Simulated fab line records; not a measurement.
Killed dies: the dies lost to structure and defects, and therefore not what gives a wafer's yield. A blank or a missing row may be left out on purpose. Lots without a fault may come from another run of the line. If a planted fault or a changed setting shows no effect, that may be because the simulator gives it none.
fab line records	flow sky130
record lots=6	wafers=18	last_day=50
route steps=708 shown RES_XHIGH@339 SD_N@342 SD_P@359 PAD_OPEN@708
lots that met no fault: taken from a fault-free run of the same line
start_h: the number of hours between the record's first day and the start of the first shown wafer of the lot	wait_h: hours elapsed since this lot's preceding step	" as in the row above	L1.1+2: several wafers, shown together as one row	- no value, or no start given	* or withheld: withheld	< > ~ a bound
route shown NAME@n: a module of which the file shows steps, and the number in the route of the first	usual: mean and standard deviation over wafers with no fault	same: alike in all rows	chamber/n: place in a boat	sites: per-site readings	_std_site: standard deviation of those values	_edge_site: outer sites' mean less inner sites'	radius_mm: for every site, how far away it sits from the centre of the wafer	mask NAME#n: copy n	behind: the tool/chamber that last shaped the wafer	hold: the reason the lot was held/the length of the hold in hours/how it ended	device: which transistor (n, p or np) failed to switch	end of line: the tests these same wafers got at the end of their route	step lacking rows: just its recipe	killed: the dies lost at the first sort to structure and to defects; this is not the yield of the wafer	map: shows each die of a wafer: x if killed, . if not, _ if none is there
set.NAME: setting as actually run; set.NAME@STEP: the setting as run at that earlier step	model.NAME: the simulator's own value behind a step, which no gauge read
a table for each step, a row for each wafer; lots at some steps of the route
services: from which hour (start_h, from the record's first day; less than 0 if before it) a tool's chamber was out of use, for how many hours, and why
## steps
# step SKY_RES_XHIGH_IMPLANT_07
# recipe species=BF2	energy_kev=20	dose_cm2=3.6e+14	tilt_deg=0
# step SKY_RES_XHIGH_STRIP_08
# recipe chemistry=O2/N2	power_w=1400	pressure_mtorr=1500	platen_temp_c=withheld	o2_flow_sccm=3000	n2_flow_sccm=300	overash_fraction=0.5
# usual chamber_pressure_mTorr=1500.0/1.3	drypump_motor_current_A=5.77/0.17	o2_flow_sccm=3000/8.4	oes_product_au=0.711/0.0044	strip_time_to_endpoint_s=14.28/0.038
lot.wafer	tool	chamber	start_h	wait_h	chamber_pressure_mTorr	drypump_motor_current_A	o2_flow_sccm	oes_product_au	rf_hours_counter_h	strip_time_to_endpoint_s
L238.2	plasma_asher-01	0	670.83	0.1	1499.7	5.85	2990	0.707	96	14.33
L238.3	"	1	"	"	1499.4	5.77	3000	0.707	-	14.32
L238.4	"	0	"	"	1496.7	5.85	2983	0.710	-	14.30
L240.1	plasma_asher-03	1	690.71	0.1	1499.2	5.57	2999	0.713	54	14.29
L240.2	"	0	"	"	1499.3	6.05	2990	0.711	54	14.31
L240.3	"	0	"	"	1500.6	6.03	2982	0.711	-	14.30
L251.2	plasma_asher-02	0	760.66	0.1	1501.7	5.53	2998	0.707	96	14.29
L251.3	"	0	"	"	1500.1	5.56	2990	0.702	-	14.25
L251.6	"	0	"	"	1499.3	5.54	3008	0.718	-	14.31
L252.2	plasma_asher-02	1	763.41	0.1	1499.8	5.86	3004	0.705	97	14.25
L252.5	"	1	"	"	1499.5	5.89	3003	0.707	-	14.23
L252.6	"	0	"	"	1500.0	5.56	2986	0.706	-	14.23
L255.2	plasma_asher-02	0	798.11	0.1	1497.5	5.53	2998	0.706	100	14.22
L255.4	"	1	"	"	1499.6	5.89	3006	0.714	-	14.23
L255.5	"	0	"	"	1501.2	5.55	3001	0.719	-	14.26
L257.1	plasma_asher-03	0	798.48	0.1	1502.3	6.07	3000	0.714	65	14.29
L257.3	"	0	"	"	1499.8	6.07	3004	0.708	-	14.28
L257.4	"	1	"	"	1499.7	5.55	3001	0.704	-	14.27
# step SKY_RES_XHIGH_TW_MEAS_09
# usual RES_XHIGH_TW=1643/23
lot.wafer	tool	chamber	start_h	wait_h	RES_XHIGH_TW
L238.2	film_metro-02	-	670.94	0.1	1629
L238.3	"	-	"	"	1628
L238.4	"	-	"	"	1634
L240.1	film_metro-03	-	690.81	0.1	1637
L240.2	"	-	"	"	1633
L240.3	"	-	"	"	1639
L251.2	film_metro-03	-	760.77	0.1	1621
L251.3	"	-	"	"	1629
L251.6	"	-	"	"	1628
L252.2	film_metro-02	-	763.52	0.1	1626
L252.5	"	-	"	"	1617
L252.6	"	-	"	"	1626
L255.2	film_metro-04	-	798.22	0.1	1689
L255.4	"	-	"	"	1666
L255.5	"	-	"	"	1672
L257.1	film_metro-02	-	798.58	0.1	1629
L257.3	"	-	"	"	1630
L257.4	"	-	"	"	1631
# step SKY_SD_N_DEHYDRATE_00
# recipe temp_c=200	time_s=60
# step SKY_SD_N_HMDS_01
# recipe prime_time_s=60	prime_temp_c=120
# step SKY_SD_N_COAT_02
# recipe resist=NOVOLAK	spin_rpm=3000	resist_thk_nm=1140
# step SKY_SD_N_SOFTBAKE_03
# recipe temp_c=90	time_s=60	resist=NOVOLAK
# step SKY_SD_N_EXPOSE_04
# recipe mask_id=NSDM	na=0.6	source_shape=conventional	sigma_outer=0.6	polarization=unpolarized	target_cd_nm=380	dose_mj=141
# step SKY_SD_N_PEB_05
# recipe temp_c=withheld	time_s=*	resist=NOVOLAK
# step SKY_SD_N_DEVELOP_06
# recipe resist=NOVOLAK	developer=TMAH	develop_time_s=60	dev_temp_c=23
# step SKY_SD_N_CD_MEAS_07
# recipe target_cd_nm=380
# usual cd_nm=380.7/2.2
lot.wafer	tool	chamber	start_h	wait_h	cd_nm
L238.2	cd_sem-02	-	698.93	0.1	382.7
L238.3	"	-	"	"	379.8
L238.4	"	-	"	"	380.8
L240.1	cd_sem-01	-	718.84	0.1	382.1
L240.2	"	-	"	"	382.9
L240.3	"	-	"	"	381.2
L251.2	cd_sem-01	-	787.36	0.1	381.0
L251.3	"	-	"	"	378.2
L251.6	"	-	"	"	379.0
L252.2	cd_sem-01	-	790.63	0.1	379.1
L252.5	"	-	"	"	381.7
L252.6	"	-	"	"	383.2
L255.2	cd_sem-01	-	823.67	0.1	380.9
L255.4	"	-	"	"	380.5
L255.5	"	-	"	"	379.4
L257.1	cd_sem-01	-	824.34	0.1	378.9
L257.3	"	-	"	"	383.7
L257.4	"	-	"	"	380.7
# step SKY_SD_N_OVL_MEAS_08
# usual SD_N_OVL=-1.3/1.1
lot.wafer	tool	chamber	start_h	wait_h	SD_N_OVL[nm]
L238.2	overlay-02	-	699.03	0.1	-2.4
L238.3	"	-	"	"	-2.9
L238.4	"	-	"	"	0.2
L240.1	overlay-02	-	718.96	0.1	-2.3
L240.2	"	-	"	"	-2.2
L240.3	"	-	"	"	-2.4
L251.2	overlay-01	-	787.46	0.1	-1.7
L251.3	"	-	"	"	0.1
L251.6	"	-	"	"	-1.7
L252.2	overlay-02	-	790.73	0.1	1.0
L252.5	"	-	"	"	-0.9
L252.6	"	-	"	"	-0.5
L255.2	overlay-01	-	823.77	0.1	-2.1
L255.4	"	-	"	"	-3.3
L255.5	"	-	"	"	-2.8
L257.1	overlay-01	-	824.46	0.1	-2.2
L257.3	"	-	"	"	-2.3
L257.4	"	-	"	"	-2.6
# step SKY_SD_N_IMPLANT_09
# recipe species=As	energy_kev=50	dose_cm2=4e+15	tilt_deg=0
# usual beam_on_s=19.1/0.58	dose_ions_cm2=4e+15/4.6e+12	faraday_current_uA=11520/340
lot.wafer	tool	chamber	start_h	wait_h	beam_on_s	dose_ions_cm2	faraday_current_uA
L238.2	implanter-01	0	699.09	0.0	19.6	4.002e+15	11249
L238.3	"	0	"	"	19.2	3.994e+15	11388
L238.4	"	0	"	"	20.0	3.996e+15	10964
L240.1	implanter-02	0	718.99	0.0	19.4	4.001e+15	11364
L240.2	"	0	"	"	19.4	4.003e+15	11281
L240.3	"	0	"	"	19.1	4.002e+15	11451
L251.2	implanter-01	0	787.52	0.0	15.0	4.001e+15	14687
L251.3	"	0	"	"	15.7	4.008e+15	13931
L251.6	"	0	"	"	15.6	4.002e+15	14075
L252.2	implanter-01	0	790.79	0.0	15.1	4.011e+15	14453
L252.5	"	0	"	"	14.7	4.007e+15	14838
L252.6	"	0	"	"	15.4	4.009e+15	14236
L255.2	implanter-02	0	823.83	0.0	18.7	3.999e+15	11669
L255.4	"	0	"	"	18.3	3.999e+15	11969
L255.5	"	0	"	"	19.6	4.006e+15	11202
L257.1	implanter-02	0	824.49	0.0	19.4	3.996e+15	11254
L257.3	"	0	"	"	19.3	4.003e+15	11311
L257.4	"	0	"	"	18.9	4.001e+15	11591
# step SKY_SD_N_IMPLANT_10
# recipe species=P	energy_kev=20	dose_cm2=1e+14	tilt_deg=0
# step SKY_SD_N_STRIP_11
# recipe chemistry=O2/N2	power_w=1400	pressure_mtorr=1500	platen_temp_c=withheld	o2_flow_sccm=3000	n2_flow_sccm=300	overash_fraction=0.5
# usual chamber_pressure_mTorr=1500.2/1.4	drypump_motor_current_A=5.76/0.12	o2_flow_sccm=2999/8.7	oes_product_au=0.527/0.0045	strip_time_to_endpoint_s=22.55/0.044
lot.wafer	tool	chamber	start_h	wait_h	chamber_pressure_mTorr	drypump_motor_current_A	o2_flow_sccm	oes_product_au	rf_hours_counter_h	strip_time_to_endpoint_s
L238.2	plasma_asher-02	1	699.36	0.1	1499.7	5.87	3008	0.525	90	22.57
L238.3	"	1	"	"	1501.7	5.86	3010	0.529	-	22.57
L238.4	"	0	"	"	1498.0	5.55	2987	0.520	-	22.56
L240.1	plasma_asher-04	1	719.29	0.1	1498.9	5.80	2991	0.529	28	22.57
L240.2	"	0	"	"	1499.7	5.71	2994	0.526	28	22.55
L240.3	"	0	"	"	1500.9	5.72	3004	0.527	-	22.55
L251.2	plasma_asher-02	0	787.79	0.1	1500.7	5.55	2987	0.540	99	21.52
L251.3	"	1	"	"	1498.1	5.89	2990	0.543	-	21.55
L251.6	"	1	"	"	1501.6	5.86	2984	0.540	-	21.56
L252.2	plasma_asher-01	0	791.06	0.1	1499.6	5.83	3004	0.550	5	21.55
L252.5	"	1	"	"	1501.1	5.80	2989	0.545	-	21.58
L252.6	"	0	"	"	1501.2	5.83	3010	0.541	-	21.59
L255.2	plasma_asher-04	1	824.10	0.1	1501.5	5.78	3006	0.529	39	22.50
L255.4	"	0	"	"	1502.8	5.69	2980	0.521	-	22.51
L255.5	"	0	"	"	1499.7	5.70	2980	0.522	-	22.56
L257.1	plasma_asher-02	1	824.79	0.1	1499.5	5.91	3020	0.533	103	22.64
L257.3	"	0	"	"	1499.5	5.55	2995	0.529	-	22.63
L257.4	"	1	"	"	1500.0	5.90	2998	0.526	-	22.62
# step SKY_SD_N_TW_MEAS_12
# usual SD_N_TW=4015/60
lot.wafer	tool	chamber	start_h	wait_h	SD_N_TW
L238.2	film_metro-03	-	699.47	0.1	3959
L238.3	"	-	"	"	3933
L238.4	"	-	"	"	3931
L240.1	film_metro-04	-	719.39	0.1	4038
L240.2	"	-	"	"	4043
L240.3	"	-	"	"	4032
L251.2	film_metro-03	-	787.90	0.1	3917
L251.3	"	-	"	"	3940
L251.6	"	-	"	"	3949
L252.2	film_metro-02	-	791.17	0.1	3938
L252.5	"	-	"	"	3935
L252.6	"	-	"	"	3946
L255.2	film_metro-03	-	824.21	0.1	3942
L255.4	"	-	"	"	3932
L255.5	"	-	"	"	3931
L257.1	film_metro-04	-	824.89	0.1	4063
L257.3	"	-	"	"	4055
L257.4	"	-	"	"	4066
# step SKY_SD_N_CLEAN_13
# recipe chemistry=SC1/SC2	mix=1:4:20	temp_c=70	time_s=150	dry=n2_spin
# step SKY_SD_N_RTA_14
# recipe temp_c=1075	time_s=2	idle_temp_c=650	ramp_up_c_per_s=150	ramp_down_c_per_s=90	ambient=N2
# usual anneal_temp_c_max=1080.2/1.4	lamp_power_pct=15.74/0.049	wafer_temp_C_max=1078.1/1.4
lot.wafer	tool	chamber	start_h	wait_h	anneal_temp_c_max	lamp_power_pct	wafer_temp_C_max
L238.2	rtp_anneal-01	0	699.58	0.0	1079.2	15.72	1080.2
L238.3	"	0	"	"	1079.0	15.72	1076.5
L238.4	"	0	"	"	1079.6	15.69	1076.8
L240.1	rtp_anneal-02	0	719.51	0.0	1082.7	15.74	1078.8
L240.2	"	0	"	"	1081.5	15.70	1076.9
L240.3	"	0	"	"	1079.9	15.75	1080.3
L251.2	rtp_anneal-02	0	788.02	0.0	1082.4	15.69	1077.4
L251.3	"	0	"	"	1081.5	15.78	1079.0
L251.6	"	0	"	"	1081.1	15.76	1080.1
L252.2	rtp_anneal-01	0	791.29	0.0	1082.0	15.67	1077.3
L252.5	"	0	"	"	1079.2	15.80	1076.0
L252.6	"	0	"	"	1079.6	15.77	1077.7
L255.2	rtp_anneal-02	0	824.32	0.0	1081.9	15.74	1076.5
L255.4	"	0	"	"	1080.8	15.82	1076.3
L255.5	"	0	"	"	1082.1	15.63	1076.8
L257.1	rtp_anneal-02	0	825.00	0.0	1082.2	15.64	1075.7
L257.3	"	0	"	"	1081.1	15.67	1076.5
L257.4	"	0	"	"	1081.5	15.77	1079.9
# step SKY_SD_N_RS_MEAS_16
# recipe thk_meas_gauge=four-point-probe
# usual SD_N_RS=68.51/0.1
lot.wafer	tool	chamber	start_h	wait_h	SD_N_RS[ohm/sq]
L238.2	film_metro-02	-	699.77	0.1	68.29
L238.3	"	-	"	"	68.39
L238.4	"	-	"	"	68.47
L240.1	film_metro-03	-	719.68	0.1	68.58
L240.2	"	-	"	"	68.66
L240.3	"	-	"	"	68.52
L251.2	film_metro-04	-	788.20	0.1	70.96
L251.3	"	-	"	"	70.99
L251.6	"	-	"	"	70.88
L252.2	film_metro-02	-	791.47	0.1	71.09
L252.5	"	-	"	"	70.95
L252.6	"	-	"	"	70.99
L255.2	film_metro-02	-	824.51	0.1	68.46
L255.4	"	-	"	"	68.52
L255.5	"	-	"	"	68.45
L257.1	film_metro-02	-	825.18	0.1	68.59
L257.3	"	-	"	"	68.47
L257.4	"	-	"	"	68.56
# step SKY_SD_N_RS_MEAS_17
# recipe thk_meas_gauge=four-point-probe
# usual SD_P_RS=147.8/0.35
lot.wafer	tool	chamber	start_h	wait_h	SD_P_RS[ohm/sq]
L238.2	film_metro-02	-	699.89	0.1	147.7
L238.3	"	-	"	"	147.8
L238.4	"	-	"	"	147.9
L240.1	film_metro-03	-	719.80	0.1	147.9
L240.2	"	-	"	"	148.0
L240.3	"	-	"	"	148.1
L251.2	film_metro-04	-	788.32	0.1	147.6
L251.3	"	-	"	"	147.4
L251.6	"	-	"	"	147.6
L252.2	film_metro-02	-	791.59	0.1	147.8
L252.5	"	-	"	"	148.0
L252.6	"	-	"	"	147.8
L255.2	film_metro-02	-	824.63	0.1	147.6
L255.4	"	-	"	"	147.4
L255.5	"	-	"	"	147.5
L257.1	film_metro-02	-	825.30	0.1	148.0
L257.3	"	-	"	"	148.1
L257.4	"	-	"	"	147.9
# step SKY_PAD_OPEN_PROBE_99
# usual killed_at_M0_to_M3=43/6.9	killed_at_M4_up=3.0/1.8	killed_at_contacts=24/4.8	killed_at_front_end=15/4.5	killed_at_other=0.4/0.67	killed_dies=86/9.2	killed_open=46/6.9	killed_short=39/6
# same gross_dies=492	killed_at_back_side=0
lot.wafer	tool	chamber	start_h	wait_h	killed_at_M0_to_M3	killed_at_M4_up	killed_at_contacts	killed_at_front_end	killed_at_other	killed_dies	killed_open	killed_short	model.etest.res_ndiff.line_ohm_um	model.etest.sonos_uncharged.r_on_ohm_um	model.etest.licon_ndiff.rc_ohm	model.etest.res_ndiff_hv.rs_ohm_sq	model.etest.res_ndiff.rs_ohm_sq
L238.2	prober-02	-	1117.43	0.1	46	2	30	25	0	103	55	47	772.1	824.8	185.5	115.1	121.5
L238.3	prober-02	-	1117.48	0.2	52	5	21	17	2	97	53	42	763.4	819.5	179.3	115.2	122.2
L238.4	prober-02	-	1117.53	0.2	48	1	23	18	1	91	46	45	770.5	833	177.3	116	122.7
L240.1	prober-01	-	1128.34	0.1	31	1	26	19	1	78	39	39	786	795.2	175.4	116.8	121.3
L240.2	prober-01	-	1128.39	0.1	50	2	25	21	0	98	55	43	771.6	808.7	178.5	116.2	122
L240.3	prober-01	-	1128.44	0.2	45	2	21	11	0	79	46	33	771.8	798.7	181.3	115.9	121.5
L251.2	prober-02	-	1177.01	0.1	52	4	24	13	0	93	48	45	801.6	852.6	199.2	121.3	126.2
L251.3	prober-02	-	1177.06	0.2	42	3	30	17	0	92	58	34	804.8	834.9	195.1	120.3	126.8
L251.6	prober-02	-	1177.21	0.2	40	0	20	20	0	80	48	30	804.6	840.8	203	120.9	127.5
L252.2	prober-01	-	1178.75	0.1	53	6	23	15	0	97	57	39	815.8	833.9	190	119.4	125.6
L252.5	prober-01	-	1178.90	0.2	42	6	25	22	1	96	54	42	808.8	834.1	194.5	120.7	126.3
L252.6	prober-01	-	1178.95	0.2	52	3	19	7	0	81	52	29	798.3	827.6	195.8	120.5	126.3
L255.2	prober-02	-	1198.39	0.1	33	5	19	13	1	71	41	30	773.9	805.7	177	116	123.7
L255.4	prober-02	-	1198.49	0.2	28	2	23	11	0	64	42	22	776.5	799.4	176.9	115.6	122.9
L255.5	prober-02	-	1198.54	0.2	42	5	22	20	3	92	41	48	783.9	812.6	177.6	116.6	123.2
L257.1	prober-02	-	1199.84	0.1	50	2	23	8	0	83	44	39	768.3	824.3	178	114.3	119.8
L257.3	prober-02	-	1199.94	0.2	50	5	21	10	1	87	42	45	787.4	836	182.3	114.5	120.7
L257.4	prober-02	-	1199.99	0.2	42	2	20	20	1	85	46	39	779.1	821	175.2	114.3	121.3
# killed by level:class
L238.2 CONTACT:geometric_particle:open=12 VIA3:geometric_particle:open=10 VIA1:geometric_particle:open=10 POLY_GATE:geometric_particle:short=8 LI_CONTACT:geometric_particle:open=8 VIA1:geometric_particle:short=6 CONTACT:geometric_particle:short=6 VIA2:geometric_particle:open=6
L238.3 VIA1:geometric_particle:open=13 VIA2:geometric_particle:open=10 METAL2:geometric_particle:short=9 CONTACT:geometric_particle:short=7 LI_CONTACT:geometric_particle:open=6 VIA3:geometric_particle:open=6 POLY_GATE:geometric_particle:open=5 FIELD_ISO:geometric_particle:short=4
L238.4 VIA1:geometric_particle:open=16 LI_CONTACT:geometric_particle:open=7 FIELD_ISO:geometric_particle:short=6 VIA1:geometric_particle:short=6 VIA3:geometric_particle:open=6 LI_CONTACT:geometric_particle:short=5 METAL2:geometric_particle:short=5 POLY_GATE:geometric_particle:open=4
L240.1 VIA1:geometric_particle:open=10 CONTACT:geometric_particle:open=9 POLY_GATE:geometric_particle:open=6 LOCAL_INTERCONNECT:geometric_particle:short=5 VIA1:geometric_particle:short=5 METAL2:geometric_particle:short=5 FIELD_ISO:geometric_particle:open=4 FIELD_ISO:geometric_particle:short=4
L240.2 VIA1:geometric_particle:open=14 LI_CONTACT:geometric_particle:open=8 CONTACT:geometric_particle:open=8 FIELD_ISO:geometric_particle:open=6 METAL2:geometric_particle:short=6 METAL1:geometric_particle:short=6 VIA2:geometric_particle:open=6 VIA1:geometric_particle:short=5
L240.3 VIA1:geometric_particle:open=11 VIA2:geometric_particle:open=9 CONTACT:geometric_particle:short=7 CONTACT:geometric_particle:open=7 METAL2:geometric_particle:short=6 LI_CONTACT:geometric_particle:open=6 FIELD_ISO:geometric_particle:short=4 FIELD_ISO:geometric_particle:open=3
L251.2 CONTACT:geometric_particle:open=12 METAL1:geometric_particle:short=12 LI_CONTACT:geometric_particle:open=8 VIA1:geometric_particle:short=8 VIA1:geometric_particle:open=8 VIA2:geometric_particle:open=6 VIA3:geometric_particle:open=5 FIELD_ISO:geometric_particle:short=4
L251.3 VIA1:geometric_particle:open=13 LI_CONTACT:geometric_particle:open=12 CONTACT:geometric_particle:open=8 VIA3:geometric_particle:open=7 VIA2:geometric_particle:open=6 FIELD_ISO:geometric_particle:open=5 VIA1:geometric_particle:short=5 POLY_GATE:geometric_particle:short=5
L251.6 CONTACT:geometric_particle:open=9 VIA1:geometric_particle:open=9 LI_CONTACT:geometric_particle:open=7 FIELD_ISO:geometric_particle:short=6 VIA2:geometric_particle:open=6 FIELD_ISO:geometric_particle:open=6 VIA3:geometric_particle:open=5 METAL1:geometric_particle:short=4
L252.2 VIA1:geometric_particle:open=20 CONTACT:geometric_particle:open=11 VIA1:geometric_particle:short=8 LI_CONTACT:geometric_particle:open=7 VIA2:geometric_particle:open=6 FIELD_ISO:geometric_particle:short=5 POLY_GATE:geometric_particle:open=4 VIA3:geometric_particle:short=4
L252.5 VIA1:geometric_particle:open=12 CONTACT:geometric_particle:open=9 LI_CONTACT:geometric_particle:open=8 VIA3:geometric_particle:open=7 POLY_GATE:geometric_particle:short=6 VIA1:geometric_particle:short=6 FIELD_ISO:geometric_particle:short=5 FIELD_ISO:geometric_particle:open=4
L252.6 VIA1:geometric_particle:open=16 VIA3:geometric_particle:open=12 METAL2:geometric_particle:short=6 CONTACT:geometric_particle:short=5 CONTACT:geometric_particle:open=4 LI_CONTACT:geometric_particle:open=4 VIA1:geometric_particle:short=4 VIA2:geometric_particle:open=4
L255.2 VIA1:geometric_particle:open=10 LI_CONTACT:geometric_particle:open=6 VIA2:geometric_particle:open=6 CONTACT:geometric_particle:open=5 METAL2:geometric_particle:short=5 FIELD_ISO:geometric_particle:open=4 FIELD_ISO:geometric_particle:short=4 METAL1:geometric_particle:short=4
L255.4 CONTACT:geometric_particle:open=9 LI_CONTACT:geometric_particle:open=9 VIA1:geometric_particle:open=8 POLY_GATE:geometric_particle:open=5 VIA3:geometric_particle:open=5 METAL2:geometric_particle:short=4 VIA1:geometric_particle:short=4 FIELD_ISO:geometric_particle:short=3
L255.5 METAL2:geometric_particle:short=8 VIA2:geometric_particle:open=8 LOCAL_INTERCONNECT:geometric_particle:short=7 FIELD_ISO:geometric_particle:short=6 FIELD_ISO:geometric_particle:open=5 VIA1:geometric_particle:short=5 VIA1:geometric_particle:open=5 LI_CONTACT:geometric_particle:open=4
L257.1 VIA3:geometric_particle:open=12 VIA1:geometric_particle:open=9 METAL1:geometric_particle:short=7 VIA1:geometric_particle:short=6 CONTACT:geometric_particle:short=6 CONTACT:geometric_particle:open=6 LI_CONTACT:geometric_particle:open=5 METAL2:geometric_particle:short=3
L257.3 VIA1:geometric_particle:open=13 METAL1:geometric_particle:short=9 LOCAL_INTERCONNECT:geometric_particle:short=7 VIA3:geometric_particle:open=6 FIELD_ISO:geometric_particle:short=5 VIA2:geometric_particle:open=5 VIA1:geometric_particle:short=5 LI_CONTACT:geometric_particle:open=4
L257.4 VIA1:geometric_particle:open=13 LOCAL_INTERCONNECT:geometric_particle:short=7 VIA1:geometric_particle:short=7 POLY_GATE:geometric_particle:open=6 FIELD_ISO:geometric_particle:short=5 LOCAL_INTERCONNECT:geometric_particle:open=5 LI_CONTACT:geometric_particle:open=4 VIA3:geometric_particle:open=4
## services
tool	chamber	start_h	hours	kind
implanter-02	-	671.83	2.1	repair
plasma_asher-01	-	716.09	1.6	repair
plasma_asher-01	-	733.75	9.0	pm
plasma_asher-01	0	733.75	9.0	vent_cycle
plasma_asher-01	1	733.75	9.0	vent_cycle
plasma_asher-01	-	740.57	1.8	repair
plasma_asher-01	0	742.75	-	clean
plasma_asher-01	1	742.75	-	clean
implanter-01	-	743.13	0.9	repair
implanter-01	-	774.54	2.8	repair
implanter-01	-	794.92	1.8	repair
plasma_asher-03	-	799.71	1.4	repair
implanter-01	-	820.02	27.7	pm
## key
first_sign step=SKY_SD_N_IMPLANT_09	reading=faraday_current_uA	direction=up	sigmas=8.3	usual=11520	struck=14370
effect step=SKY_SD_N_IMPLANT_09	reading=beam_on_s	direction=down	sigmas=6.6	usual=19.1	struck=15.3
effect step=SKY_SD_N_STRIP_11	reading=strip_time_to_endpoint_s	direction=down	sigmas=23	usual=*	struck=*
effect step=SKY_SD_N_RS_MEAS_16	reading=SD_N_RS	direction=up	sigmas=24	usual=68.51	struck=70.98
model_effect step=SKY_PAD_OPEN_PROBE_99	value=etest.res_ndiff.line_ohm_um	without=759.9	struck=805.6
met_at SKY_SD_N_IMPLANT_09
struck_wafers L251.2,L251.3,L251.6,L252.2,L252.5,L252.6
tester_left_out L251,L252
onset_between 699.09 787.52
fault kind=process_parameter_drift	tool=implanter-01	chamber=-	onset_h=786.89	steps=SKY_SD_N_IMPLANT_09	channel=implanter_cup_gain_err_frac	offset=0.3	shape=step	end_h=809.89
# tester_left_out: of these lots the tester's yield and bins aren't shown, on N5 and GAA mostly nor the transistor test; their killed dies are dies lost to structure and defects alone, not to doping, threshold or leakage, so they don't give the yield
